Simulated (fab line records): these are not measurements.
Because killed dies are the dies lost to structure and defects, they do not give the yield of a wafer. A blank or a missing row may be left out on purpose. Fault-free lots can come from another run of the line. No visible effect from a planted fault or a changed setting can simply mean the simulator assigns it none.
A struck lot beside a sound one | flow sky130 | 18 out of 708 route steps
Sound: the wafers L141.2, L141.5, L141.6. Struck: wafers L152.3, L152.5. (L152.6 of the same lot was not struck and is left out.) The cause comes at the end.
For every step that has rows: the tool of each side, followed by ch and its chambers, followed by its first start. Under that, the readings that differ: sound wafers | struck wafers | difference of the means | sigmas: that difference in standard deviations of wafers without a fault.
alike: same words and numbers on both sides, and readings whose means sit less than 2 such deviations apart. not compared: any withheld reading, any reading some wafer has no value for, any bound like >300 that may hide the same value, and any number with overlapping values for which the record gives no deviation.
A row with sigmas, a row that says differs or no value, or rows on one side alone: a step with any of these is where the two part. Numbers that don't overlap but have no deviation are shown without sigmas and don't part them. A reading that every wafer of one side lacks parts them only if that side has two wafers or more.

first, 3 steps without rows for these wafers: SKY_LI_CONTACT_EXPOSE_09 (exposes mask LICM1, target cd 170 nm); SKY_LI_CONTACT_PEB_10; SKY_LI_CONTACT_DEVELOP_11 (develop time 60 s).
SKY_LI_CONTACT_CD_MEAS_12: the cd target is 170 nm.
  sound: cd_sem-02 at day 29 16:56; struck: cd_sem-01 at day 33 10:16
  reading    | sound             | struck      | difference | sigmas
  cd_nm (nm) | 169.1 167.9 167.6 | 171.6 172.7 | +3.9       | +2
SKY_LI_CONTACT_OVL_MEAS_13:
  sound: overlay-02 at day 29 17:03; struck: overlay-02 at day 33 10:21
  alike: LI_CONTACT_OVL
SKY_LI_CONTACT_ETCH_14: etches BARC in N2/H2, stops on SiO2, time 45.9 s, target depth 60 nm.
  sound on rie_diel-03 ch 0,1,2, day 29 17:05; struck on rie_diel-02 ch 1,2, day 33 10:23
  alike: drypump_motor_current_A, oes_product_au, throttle_valve_pct
  not compared: rf_hours_counter_h
then, 1 step without rows for these wafers: SKY_LI_CONTACT_ETCH_15 (etches PSG in C4F8/O2/Ar, stops on Si, target depth 600 nm).
SKY_LI_CONTACT_STRIP_16: strips in O2/N2.
  sound on plasma_asher-01 ch 0,1, day 29 17:12; struck on plasma_asher-01 ch 0, day 33 10:32
  alike: drypump_motor_current_A, oes_product_au, strip_time_to_endpoint_s
  not compared: rf_hours_counter_h
then, 2 steps without rows for these wafers: SKY_LI_CONTACT_CLEAN_17 (cleans in NMP, time 600 s); SKY_LI_CONTACT_PRE_CLEAN_18 (time 5.6 s).
SKY_LI_CONTACT_SPUTTER_19: material Ti, target thk 20 nm, time 106.37 s.
  sound: pvd_sputter-02 at day 29 17:30; struck: pvd_sputter-03 at day 33 10:48
  alike: cathode_dc_power_W, throttle_valve_pct
SKY_LI_CONTACT_SPUTTER_20: material TiN, target thk 20 nm, time 80 s.
  sound: pvd_sputter-02 at day 29 17:34; struck: pvd_sputter-03 at day 33 10:53
  alike: cathode_dc_power_W, throttle_valve_pct
SKY_LI_CONTACT_CVD_21: deposits W, target thk 400 nm, time 120.56 s.
  sound on cvd_w-02 ch 0,1, day 29 17:38; struck on cvd_w-02 ch 1, day 33 10:59
  reading                                  | sound                | struck        | difference | sigmas
  susceptor_temp_C (C)                     | 399.95 399.85 399.85 | 406.19 406.34 | +6.38      | +29
  model.W_of_LI_CONTACT_CVD_21.thk_nm (nm) | 390.3 397 393.7      | 444.2 442.5   | +49.7      |
  alike: heater_power_w
  not compared: since_wet_clean_h
SKY_LI_CONTACT_RS_MEAS_22: measurement is done with a four-point probe.
  sound: film_metro-03 at day 29 17:47; struck: film_metro-04 at day 33 11:06
  reading                  | sound             | struck      | difference | sigmas
  LI_CONTACT_W_RS (ohm/sq) | 0.292 0.287 0.290 | 0.257 0.257 | -0.033     | -9
SKY_LI_CONTACT_THK_MEAS_23: measures by xrf.
  sound: film_metro-03 at day 29 17:53; struck: film_metro-04 at day 33 11:12
  reading               | sound       | struck  | difference | sigmas
  LI_CONTACT_W_THK (nm) | 391 393 392 | 442 439 | +48        | +9
SKY_LI_CONTACT_CMP_24: polishes, stops on PSG, t overpolish 20 s, target thk 0 nm.
  sound on cmp-02 ch 0,3, day 29 17:59; struck on cmp-01 ch 0,2, day 33 11:20
  reading                | sound     | struck  | difference | sigmas
  time_to_endpoint_s (s) | 99 99 104 | 109 117 | +12        | +4
  alike: motor_current_A, platen_rpm
SKY_LOCAL_INTERCONNECT_SPUTTER_00: material TiN, target thk 100 nm, time 83.3 s.
  sound: pvd_sputter-03 at day 29 18:14; struck: pvd_sputter-02 at day 33 11:32
  alike: cathode_dc_power_W, susceptor_temp_C, throttle_valve_pct
after that, 1 step had no rows for these wafers: SKY_PAD_OPEN_PROBE_99.

## WHERE THEY PART
Earliest at SKY_LI_CONTACT_CD_MEAS_12; latest, in this record, at SKY_LI_CONTACT_CMP_24. Later steps at which nothing parts them and some readings are alike: SKY_LOCAL_INTERCONNECT_SPUTTER_00.

WHY: whatever the simulator had introduced
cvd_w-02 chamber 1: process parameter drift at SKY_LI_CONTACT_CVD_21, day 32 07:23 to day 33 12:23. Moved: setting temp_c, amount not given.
